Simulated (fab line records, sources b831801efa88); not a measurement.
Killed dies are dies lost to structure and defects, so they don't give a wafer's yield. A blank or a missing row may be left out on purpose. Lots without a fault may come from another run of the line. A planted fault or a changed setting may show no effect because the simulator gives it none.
Which tool did it? | flow gf180mcu | 14 lots, 42 wafers sampled, at 4 steps of a route of 602

WHAT THE GAUGES READ, wafer by wafer
GF_HV_LDD_CD_MEAS_19: target cd 400 nm.
lot  | measured     | on        | cd_nm (nm)
L385 | day 10 18:26 | cd_sem-01 | 404.8 401.5 402.9
L386 | day 10 23:04 | cd_sem-02 | 399.2 395.7 399.3
L387 | day 11 10:26 | cd_sem-01 | 399.7 399.3 399.5
L388 | day 11 17:46 | cd_sem-02 | 395.7 399.3 399.3
L389 | day 12 02:12 | cd_sem-02 | 400.2 399.5 400.5
L392 | day 12 23:48 | cd_sem-01 | 399.2 398.4 399.7
L396 | day 14 06:07 | cd_sem-01 | 396.7 395.9 396.6
L397 | day 14 13:29 | cd_sem-01 | 400.1 398.9 401.4
L402 | day 16 01:49 | cd_sem-02 | 401.8 402.0 401.5
L403 | day 16 08:19 | cd_sem-01 | 399.8 397.8 402.5
L404 | day 16 17:46 | cd_sem-01 | 403.8 401.6 401.8
L405 | day 17 01:10 | cd_sem-02 | 400.2 401.1 401.9
L407 | day 17 19:55 | cd_sem-01 | 397.6 400.6 400.5
L408 | day 18 00:44 | cd_sem-02 | 396.4 396.6 396.3

GF_NSD_TW_MEAS_12.
lot  | measured     | on            | NSD_TW
L385 | day 13 07:47 | film_metro-04 | 4189 4168 4210
L386 | day 13 11:54 | film_metro-03 | 4259 4260 4260
L387 | day 14 00:53 | film_metro-04 | 4226 4225 4201
L388 | day 14 09:45 | film_metro-04 | 4205 4217 4216
L389 | day 14 20:29 | film_metro-04 | 4217 4219 4206
L392 | day 15 19:33 | film_metro-01 | 4201 4214 4211
L396 | day 17 05:03 | film_metro-01 | 4210 4236 4232
L397 | day 17 12:07 | film_metro-04 | 4180 4170 4177
L402 | day 19 04:06 | film_metro-01 | 4178 4169 4197
L403 | day 19 11:48 | film_metro-03 | 4243 4259 4279
L404 | day 19 20:03 | film_metro-03 | 4262 4257 4259
L405 | day 20 05:34 | film_metro-03 | 4240 4245 4247
L407 | day 21 00:42 | film_metro-04 | 4191 4204 4187
L408 | day 21 06:14 | film_metro-03 | 4231 4244 4254

WHICH TOOL RAN EACH LOT (tool, then ch and the chambers of the sampled wafers, then the start)
lot  | GF_HV_LDD_IMPLANT_48            | GF_HV_LDD_RTA_52
L385 | implanter-04 ch 0, day 12 09:00 | rtp_anneal-02 ch 0, day 12 09:22
L386 | implanter-02 ch 0, day 12 13:36 | rtp_anneal-01 ch 0, day 12 13:58
L387 | implanter-04 ch 0, day 13 01:18 | rtp_anneal-02 ch 0, day 13 01:40
L388 | implanter-02 ch 0, day 13 09:34 | rtp_anneal-01 ch 0, day 13 09:55
L389 | implanter-02 ch 0, day 13 19:38 | rtp_anneal-02 ch 0, day 13 20:00
L392 | implanter-04 ch 0, day 14 18:04 | rtp_anneal-01 ch 0, day 14 18:25
L396 | implanter-02 ch 0, day 16 02:29 | rtp_anneal-02 ch 0, day 16 02:50
L397 | implanter-02 ch 0, day 16 10:05 | rtp_anneal-01 ch 0, day 16 10:26
L402 | implanter-02 ch 0, day 17 23:47 | rtp_anneal-02 ch 0, day 18 00:08
L403 | implanter-02 ch 0, day 18 07:38 | rtp_anneal-02 ch 0, day 18 07:59
L404 | implanter-03 ch 0, day 18 16:32 | rtp_anneal-01 ch 0, day 18 16:53
L405 | implanter-03 ch 0, day 19 01:50 | rtp_anneal-02 ch 0, day 19 02:10
L407 | implanter-04 ch 0, day 19 21:34 | rtp_anneal-01 ch 0, day 19 21:55
L408 | implanter-04 ch 0, day 20 02:20 | rtp_anneal-01 ch 0, day 20 02:43
- GF_HV_LDD_IMPLANT_48
- GF_HV_LDD_RTA_52: time 10 s.

WHAT THE TOOLS THEMSELVES READ (means of the sampled wafers that have a number; where no wafer has one, the mark that the record gives instead)
GF_HV_LDD_IMPLANT_48.
lot  | tool         | dose_ions_cm2
L385 | implanter-04 | 3e+13
L386 | implanter-02 | 3e+13
L387 | implanter-04 | 3e+13
L388 | implanter-02 | 3e+13
L389 | implanter-02 | 3e+13
L392 | implanter-04 | 3e+13
L396 | implanter-02 | 3e+13
L397 | implanter-02 | 3e+13
L402 | implanter-02 | 3e+13
L403 | implanter-02 | 3e+13
L404 | implanter-03 | 3e+13
L405 | implanter-03 | 3e+13
L407 | implanter-04 | 3e+13
L408 | implanter-04 | 3e+13

GF_HV_LDD_RTA_52.
lot  | tool          | lamp_power_pct (%) | wafer_temp_C_max
L385 | rtp_anneal-02 | 29.1               | 1005.0
L386 | rtp_anneal-01 | 30.8               | 1006.0
L387 | rtp_anneal-02 | 29.0               | 1006.5
L388 | rtp_anneal-01 | 30.8               | 1005.2
L389 | rtp_anneal-02 | 29.1               | 1006.4
L392 | rtp_anneal-01 | 30.8               | 1006.2
L396 | rtp_anneal-02 | 29.1               | 1005.5
L397 | rtp_anneal-01 | 30.8               | 1006.4
L402 | rtp_anneal-02 | 29.1               | 1007.3
L403 | rtp_anneal-02 | 29.1               | 1006.1
L404 | rtp_anneal-01 | 30.8               | 1005.8
L405 | rtp_anneal-02 | 29.0               | 1005.3
L407 | rtp_anneal-01 | 30.8               | 1006.0
L408 | rtp_anneal-01 | 30.7               | 1006.1

THE ANSWER, worked out from the rows above alone
Rule: what is usual is taken from the lots themselves. Put in order of their means at a reading, lots are off if they are a third of the lots or fewer, leave a main group of 4 or more, and stand apart from it by a gap of 3 or more times the standard deviation of the main group's means; of several such gaps the widest counts. A main group whose means are all the same, to the digits that the tables above print for the reading, isn't used. A lot without any number at a reading at which 4 lots or more have one is off too. The other lots that the step has rows for count as sound. The gauges are gone through in route order, then the tools' own readings, and for those a lot's mean is taken as printed above. The first step at which some lot is off is used, and at that step the reading that is off furthest; a lot without a number counts as furthest.
No lot is off at any reading shown: from this, nothing can be told.

WHAT THE SIMULATOR HAD PUT IN
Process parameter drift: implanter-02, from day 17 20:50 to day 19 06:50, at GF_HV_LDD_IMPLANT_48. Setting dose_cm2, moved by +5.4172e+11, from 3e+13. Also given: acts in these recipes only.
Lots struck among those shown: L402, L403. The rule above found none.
